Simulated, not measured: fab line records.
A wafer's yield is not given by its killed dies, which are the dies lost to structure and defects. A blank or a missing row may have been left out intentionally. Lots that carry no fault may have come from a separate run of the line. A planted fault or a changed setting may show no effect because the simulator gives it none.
The tool behind it: which one? + flow gf180mcu + 15 lots with 45 wafers sampled at 3 steps, on a route of 602 steps

## WHAT EACH GAUGE READ, for each wafer
GF_V3_THK_MEAS_25: measures by xrf.
| lot  | measured     | on           | V3_W_THK (nm) |
|------|--------------|--------------|---------------|
| L988 | day 22 19:52 | filmMetro-01 | 347 351 348   |
| L989 | day 23 05:31 | filmMetro-03 | 349 347 354   |
| L990 | day 23 09:12 | filmMetro-02 | 351 351 351   |
| L991 | day 23 18:02 | filmMetro-03 | 352 351 348   |
| L992 | day 24 01:23 | filmMetro-02 | 354 356 354   |
| L994 | day 24 22:34 | filmMetro-02 | 345 353 349   |
| L995 | day 25 06:26 | filmMetro-01 | 336 336 344   |
| L996 | day 25 10:02 | filmMetro-03 | 345 346 347   |
| L104 | day 28 05:20 | filmMetro-03 | 344 339 344   |
| L105 | day 28 13:20 | filmMetro-01 | 348 348 346   |
| L106 | day 28 19:40 | filmMetro-03 | 345 346 346   |
| L107 | day 28 23:14 | filmMetro-03 | 335 344 349   |
| L108 | day 29 08:22 | filmMetro-03 | 345 344 344   |
| L109 | day 29 14:53 | filmMetro-01 | 340 343 344   |
| L110 | day 29 20:46 | filmMetro-01 | 344 344 340   |

GF_V4_THK_MEAS_01.
| lot  | measured     | on           | V4_CVD_00_THK (nm) |
|------|--------------|--------------|--------------------|
| L988 | day 23 19:55 | filmMetro-01 | 598 596 601        |
| L989 | day 24 05:09 | filmMetro-04 | 601 603 608        |
| L990 | day 24 09:13 | filmMetro-01 | 609 600 600        |
| L991 | day 24 17:17 | filmMetro-04 | 595 600 592        |
| L992 | day 25 00:09 | filmMetro-04 | 607 604 601        |
| L994 | day 25 21:14 | filmMetro-04 | 607 595 599        |
| L995 | day 26 04:59 | filmMetro-01 | 589 595 597        |
| L996 | day 26 08:28 | filmMetro-04 | 600 593 608        |
| L104 | day 29 02:02 | filmMetro-04 | 603 596 603        |
| L105 | day 29 09:52 | filmMetro-02 | 602 595 600        |
| L106 | day 29 15:52 | filmMetro-01 | 597 609 603        |
| L107 | day 29 20:11 | filmMetro-02 | 615 614 613        |
| L108 | day 30 04:31 | filmMetro-04 | 612 604 616        |
| L109 | day 30 10:46 | filmMetro-01 | 601 607 597        |
| L110 | day 30 16:35 | filmMetro-02 | 595 602 601        |

## EACH LOT AND THE TOOL THAT RAN IT (in order: tool; ch and the chambers of the sampled wafers; start)
| lot  | GF_M4_SPUTTER_00            |
|------|-----------------------------|
| L988 | pvdSputter-03, day 22 20:13 |
| L989 | pvdSputter-01, day 23 05:52 |
| L990 | pvdSputter-01, day 23 09:34 |
| L991 | pvdSputter-01, day 23 18:24 |
| L992 | pvdSputter-03, day 24 01:45 |
| L994 | pvdSputter-01, day 24 22:55 |
| L995 | pvdSputter-03, day 25 06:47 |
| L996 | pvdSputter-04, day 25 10:23 |
| L104 | pvdSputter-01, day 28 05:40 |
| L105 | pvdSputter-03, day 28 13:41 |
| L106 | pvdSputter-01, day 28 20:01 |
| L107 | pvdSputter-04, day 28 23:35 |
| L108 | pvdSputter-01, day 29 08:49 |
| L109 | pvdSputter-01, day 29 15:15 |
| L110 | pvdSputter-04, day 29 21:08 |
- GF_M4_SPUTTER_00: material Ti, target thk 37.5 nm, time 150 s.

## WHAT THE TOOLS THEMSELVES READ (means of the sampled wafers that have a number; where no wafer has one, the mark that the record gives instead)
GF_M4_SPUTTER_00.
| lot  | tool          | substrateTempC (C) | throttleValvePct (%) |
|------|---------------|--------------------|----------------------|
| L988 | pvdSputter-03 | 199.83             | 31.4                 |
| L989 | pvdSputter-01 | 199.98             | 30.3                 |
| L990 | pvdSputter-01 | 200.01             | 30.7                 |
| L991 | pvdSputter-01 | 200.02             | 30.5                 |
| L992 | pvdSputter-03 | 200.08             | 30.4                 |
| L994 | pvdSputter-01 | 200.07             | 29.6                 |
| L995 | pvdSputter-03 | 199.94             | 30.3                 |
| L996 | pvdSputter-04 | 199.99             | 29.1                 |
| L104 | pvdSputter-01 | 200.00             | 30.6                 |
| L105 | pvdSputter-03 | 199.84             | 30.4                 |
| L106 | pvdSputter-01 | 200.12             | 29.7                 |
| L107 | pvdSputter-04 | 200.10             | 30.0                 |
| L108 | pvdSputter-01 | 200.15             | 29.9                 |
| L109 | pvdSputter-01 | 199.99             | 30.9                 |
| L110 | pvdSputter-04 | 199.96             | 29.4                 |

## THE ANSWER, worked out from the rows above alone
Rule: the lots themselves supply what counts as usual. The widest of any qualifying gaps counts: lots, ordered by their means at a reading, are off when they make up no more than a third of the lots, leave a main group of 4 or more, and stand apart from it by 3 or more times the standard deviation of that group's means. Not used: any main group whose means are identical at the precision the tables above print for the reading. A lot without any number at a reading at which 4 lots or more have one is off too. Where the step has rows for the other lots, those lots are counted as sound. The gauges are gone through in route order, then the tools' own readings, and for those a lot's mean is taken as printed above. The first step at which some lot is off is used, and at that step the reading that is off furthest; a lot without a number counts as furthest.
None of the lots is off at any reading shown; this tells nothing.

## WHAT THE SIMULATOR HAD INSERTED
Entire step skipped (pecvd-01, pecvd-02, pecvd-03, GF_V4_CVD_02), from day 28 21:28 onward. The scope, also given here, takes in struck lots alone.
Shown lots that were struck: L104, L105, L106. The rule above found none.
